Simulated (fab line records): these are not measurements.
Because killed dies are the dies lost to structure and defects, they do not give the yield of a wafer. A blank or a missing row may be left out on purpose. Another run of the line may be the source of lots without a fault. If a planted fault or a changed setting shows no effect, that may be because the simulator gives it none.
Code-filled problem report in 8D (eight disciplines) form ; flow sky130 ; the parts of the form that need people (team, actions taken, sign-off) are left out

## 1. THE ISSUE
Across 6 wafers from 2 lots, CAPM_CVD_00_THK at SKY_CAPM_THK_MEAS_01 averages 17.07 nm, while fault-free wafers read 15.60 nm with a standard deviation of 0.25. Measured from the usual mean, that is +5.9 standard deviations.
First seen on wafer L932.2, day 42 02:40, on film-metro-04. The record has a number at this step for 33 wafers belonging to 11 lots. Rule for "out", or "out of limits": more than 4 standard deviations from the usual mean. The rest of the wafers with a number are treated as sound.

## 2. WHAT IT IS, WHAT IT ISN'T
question;is;is not
which readings at this step;CAPM_CVD_00_THK;-
which lots;L932, L933;L916, L917, L920, L922, L928, L934, L936, L937, L938
which wafers of those lots;all that have a number;-
read on which gauges;film-metro-02, film-metro-04;film-metro-01
when;from day 42 02:40;"up to then (15 sound wafers); but 12 sound wafers of L934, L936, L937, L938 came after"

## 3. THE SUSPECTS, EACH WITH WHAT RULES IT OUT
Counting: a tool stays on the suspect list if, at a process step up to the reading, it processed all lots that are out and no sound lot following the first of them.
- the gauge at SKY_CAPM_THK_MEAS_01 has been ruled out. 2 gauges (film-metro-02, film-metro-04) read the wafers that are out.
- pvd-sputter-01 at SKY_METAL3_SPUTTER_02 (material AlCu, target thk 735 nm, time 39.1 s): ruled out as a lasting fault. After its first lot that is out, L932 (day 42 02:32), sound lots L934, L936, L937, L938 ran on it.
- pecvd-04 at SKY_CAPM_CVD_00 (deposits SiO2, target thk 15.5 nm): kept. All lots that are out passed through it, beginning with L932 at day 42 02:38, and no sound lot followed; its final sound lot before that point was L928 at day 40 02:52.
Remaining after the count: pecvd-04 at SKY_CAPM_CVD_00.

## 4. THE CAUSE (what the simulator had put in)
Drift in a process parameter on pecvd-04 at SKY_CAPM_CVD_00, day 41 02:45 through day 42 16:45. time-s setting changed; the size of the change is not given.
The count eliminated every tool but this one.

## 5. SEQUENCE OF EFFECTS, ordered by route
Each row: a reading whose mean over the struck wafers that have a number lies more than 3 standard deviations from the usual. Only readings for which the record gives a usual standard deviation are gone through. hours: the time from each lot's start at the first step in this table that gives one to its start at this step, as a median over the lots. sigmas: the change in usual standard deviations.
hours;step;reading;usual;on struck wafers;change;sigmas
0;SKY_CAPM_THK_MEAS_01;CAPM_CVD_00_THK;15.60 nm;17.07;+1.47;+5.9
46;SKY_METAL3_ETCH_17;oes-product-au;0.757 a.u.;0.791;+0.034;+4.5
It contains these process steps:
- SKY_METAL3_ETCH_17: etches SiO2 in C4F8/O2/Ar, stops on TiN, time 3.9 s, target depth 15 nm.

## 6. WHAT WOULD HAVE CAUGHT IT SOONER
Counted from the fault's start at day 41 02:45, it took 24 hours until the first out-of-limits reading at a measuring or inspecting step in this record, taken at day 42 02:40.
Tool readings at SKY_CAPM_CVD_00 with a usual standard deviation given in the record: none out on any struck wafer, hence no alarm at a limit of 4 standard deviations on them.
Among the 2 lots that are out, L933 began SKY_CAPM_CVD_00 on pecvd-04 after day 42 02:40. Holding the tool at that time would have saved it.
